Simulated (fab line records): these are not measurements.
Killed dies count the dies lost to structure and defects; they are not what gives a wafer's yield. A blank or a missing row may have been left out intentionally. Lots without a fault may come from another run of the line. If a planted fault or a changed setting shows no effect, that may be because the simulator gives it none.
A lot that was struck, set against a sound lot | flow sfqLine | 42 out of 325 route steps
Sound: the wafers L794.1, L794.4, L794.5. Struck: wafer L801.3; the same lot's L801.5 was not struck, so it is left out; see the end for the cause.
For every step that has rows: the tool of each side, followed by ch and its chambers, followed by its first start. Under that, the readings that differ: sound wafers | struck wafers | difference of the means | sigmas: that difference in standard deviations of wafers without a fault.
alike: same words and numbers on both sides, and readings whose means sit less than 2 such deviations apart. not compared: any withheld reading, any reading some wafer has no value for, any bound like >300 that may hide the same value, and any number with overlapping values for which the record gives no deviation.
Wherever a step has rows on one side only, a row that says differs or no value, or a row with sigmas, the two part there. Numbers that have no deviation but don't overlap get no sigmas and don't part them. A reading missing from all wafers of one side parts the sides only when that side holds two or more wafers.

first, 6 steps without rows for these wafers: SFQ_TRILAYER_L0_VIA_LITHO_COAT_018 (resist thk 62 nm); SFQ_TRILAYER_L0_VIA_LITHO_COAT_013 (resist thk 650 nm); SFQ_TRILAYER_L0_VIA_LITHO_SOFTBAKE_017; SFQ_TRILAYER_L0_VIA_LITHO_EXPOSE_014 (exposes mask L0V, target cd 700 nm); SFQ_TRILAYER_L0_VIA_LITHO_PEB_016 (peb time 60 s); SFQ_TRILAYER_L0_VIA_LITHO_DEVELOP_015 (time 60 s).
SFQ_L0V_OVL_MEAS_903:
  sound on overlay-01, day 8 03:26; struck on overlay-01, day 10 09:20
  alike: L0V_OVL
SFQ_TRILAYER_L0_VIA_BARC_OPEN_VIA_ETCH_021: etches BARC in O2, target depth 125 nm, time 41.7 s.
  sound on rieDiel-03 ch 1,2,3, day 8 03:28; struck on rieDiel-01 ch 0, day 10 09:22
  alike: biasW, drypumpMotorCurrentA, oesProductAu
  not compared: rfHoursCounterH
then, 1 step without rows for these wafers: SFQ_TRILAYER_L0_VIA_ETCH_VIA_ETCH_016 (etches SiO2 in CHF3, stops on MoNx KI, target depth 80 nm).
SFQ_TRILAYER_L0_VIA_STRIP_STRIP_017: strips in O2.
  sound on rieMetal-02 ch 0, day 8 03:33; struck on rieMetal-01 ch 0, day 10 09:39
  alike: drypumpMotorCurrentA, oesProductAu
  not compared: rfHoursCounterH
then, 2 steps without rows for these wafers: SFQ_TRILAYER_L0_VIA_STRIP_SOLV_CLEAN_018 (cleans in NMP, time 600 s); SFQ_TRILAYER_M0_DEP_PRE_CLEAN_020 (time 15 s).
SFQ_TRILAYER_M0_DEP_SPUTTER_019: material Nb, target thk 200 nm, time 133.3 s.
  sound on pvdSputter-03, day 8 04:21; struck on pvdSputter-03, day 10 10:15
reading                                            | sound             | struck | difference | sigmas
model.Nb_of_TRILAYER_M0_DEP_SPUTTER_019.thkNm (nm) | 202.3 203.7 201.4 | 196.2  | -6.3       | 
  alike: cathodeDcPowerW, throttleValvePct
SFQ_M0_RS_MEAS_904: measurement is done with a four-point probe.
  sound on filmMetro-03, day 8 04:26; struck on filmMetro-03, day 10 10:23
reading           | sound             | struck | difference | sigmas
M0_NB_RS (ohm/sq) | 0.881 0.875 0.884 | 0.908  | +0.028     | +2
then, 6 steps without rows for these wafers: SFQ_TRILAYER_M0_LITHO_COAT_026 (resist thk 62 nm); SFQ_TRILAYER_M0_LITHO_COAT_021 (resist thk 600 nm); SFQ_TRILAYER_M0_LITHO_SOFTBAKE_025; SFQ_TRILAYER_M0_LITHO_EXPOSE_022 (exposes mask M0, target cd 500 nm); SFQ_TRILAYER_M0_LITHO_PEB_024 (peb time 60 s); SFQ_TRILAYER_M0_LITHO_DEVELOP_023 (time 60 s).
-- the record jumps here: 4 days lie between the struck wafers' starts before and after --
SFQ_M0_OVL_MEAS_906:
  sound on overlay-01, day 12 07:08; struck on overlay-02, day 14 11:25
reading     | sound       | struck | difference | sigmas
M0_OVL (nm) | -13 -22 -13 | 0      | +16        | +2
then, 1 step without rows for these wafers: SFQ_TRILAYER_M0_BARC_OPEN_METAL_ETCH_031 (etches BARC in O2, target depth 125 nm, time 41.7 s).
SFQ_TRILAYER_M0_ETCH_METAL_ETCH_024: etches Nb in Cl2/Ar, stops on SiO2, target depth 240 nm, time 120 s.
  sound on rieMetal-04 ch 0,1, day 12 07:14; struck on rieMetal-02 ch 1, day 14 11:32
reading                      | sound             | struck | difference | sigmas
drypumpMotorCurrentA (A)     | 5.50 5.18 5.19    | 5.89   | +0.60      | +2
oesProductAu (a.u.)          | 0.902 0.908 0.906 | 0.878  | -0.027     | -3
model.M0.featureDepthNm (nm) | 202.3 203.7 201.4 | 196.2  | -6.3       | 
model.etch.depthNm (nm)      | 202.3 203.7 201.4 | 196.2  | -6.3       | 
  alike: biasW
  not compared: rfHoursCounterH
then, 2 steps without rows for these wafers: SFQ_TRILAYER_M0_STRIP_STRIP_025 (strips in O2); SFQ_TRILAYER_M0_STRIP_SOLV_CLEAN_026 (cleans in NMP, time 600 s).
SFQ_TRILAYER_I0_DEP_PECVD_027: deposits SiO2 from SiH4/N2O, time 111.11 s, target thk 500 nm.
  sound on pecvd-02 ch 1,2, day 12 08:08; struck on pecvd-03 ch 2, day 14 12:23
  alike: heaterPowerW, throttleValvePct
  not compared: sinceWetCleanH
SFQ_TRILAYER_I0_CMP_CMP_028: polishes SiO2.
  sound on cmp-02 ch 0,2,3, day 12 09:13; struck on cmp-01 ch 3, day 14 13:58
reading           | sound       | struck | difference | sigmas
motorCurrentA (A) | 9.3 8.4 8.6 | 10.9   | +2.1       | +3
  alike: timeToEndpointS
SFQ_I0_BOW_MEAS_907:
  sound on filmMetro-04, day 12 11:13; struck on filmMetro-01, day 14 15:31
  alike: I0_BOW
then, 7 steps without rows for these wafers: SFQ_TRILAYER_I0_METRO_MEASURE_029; SFQ_TRILAYER_I0_VIA_LITHO_COAT_036 (resist thk 62 nm); SFQ_TRILAYER_I0_VIA_LITHO_COAT_031 (resist thk 650 nm); SFQ_TRILAYER_I0_VIA_LITHO_SOFTBAKE_035; SFQ_TRILAYER_I0_VIA_LITHO_EXPOSE_032 (exposes mask I0, target cd 500 nm); SFQ_TRILAYER_I0_VIA_LITHO_PEB_034 (peb time 60 s); SFQ_TRILAYER_I0_VIA_LITHO_DEVELOP_033 (time 60 s).
-- the record jumps here: 6 days lie between the struck wafers' starts before and after --
SFQ_I0_OVL_MEAS_908:
  sound on overlay-01, day 17 15:22; struck on overlay-01, day 20 13:20
reading     | sound    | struck | difference | sigmas
I0_OVL (nm) | -6 -4 -2 | 5      | +9         | +2
SFQ_TRILAYER_I0_VIA_BARC_OPEN_VIA_ETCH_046: etches BARC in O2, target depth 125 nm, time 41.7 s.
  sound on rieDiel-04 ch 0,2, day 17 15:25; struck on rieDiel-02 ch 3, day 20 13:22
  alike: biasW, drypumpMotorCurrentA, oesProductAu
  not compared: rfHoursCounterH
then, 4 steps without rows for these wafers: SFQ_TRILAYER_I0_VIA_ETCH_VIA_ETCH_034 (etches SiO2 in CHF3, stops on Nb, target depth 260 nm); SFQ_TRILAYER_I0_VIA_STRIP_STRIP_035 (strips in O2); SFQ_TRILAYER_I0_VIA_STRIP_SOLV_CLEAN_036 (cleans in NMP, time 600 s); SFQ_TRILAYER_M1_DEP_PRE_CLEAN_038 (time 22.5 s).
-- the record jumps here: 59 days lie between the struck wafers' starts before and after --
SFQ_M8_BOW_MEAS_951:
  sound on filmMetro-04, day 70 07:47; struck on filmMetro-01, day 79 09:42
reading              | sound                | struck | difference | sigmas
model.etest.m0.ohmUm | 1.76 1.75 1.77       | 1.81   | +0.05      | 
model.etest.m0.ohmSq | 0.8802 0.8743 0.8844 | 0.9076 | +0.0280    | 
  alike: M8_BOW
  not compared: model.etest.i0.linkOhm

== WHERE THEY PART ==
Earliest at SFQ_M0_RS_MEAS_904; latest, in this record, at SFQ_I0_OVL_MEAS_908. Later steps at which nothing parts them and some readings are alike: SFQ_TRILAYER_I0_VIA_BARC_OPEN_VIA_ETCH_046, SFQ_M8_BOW_MEAS_951.

WHY: the cause the simulator had injected
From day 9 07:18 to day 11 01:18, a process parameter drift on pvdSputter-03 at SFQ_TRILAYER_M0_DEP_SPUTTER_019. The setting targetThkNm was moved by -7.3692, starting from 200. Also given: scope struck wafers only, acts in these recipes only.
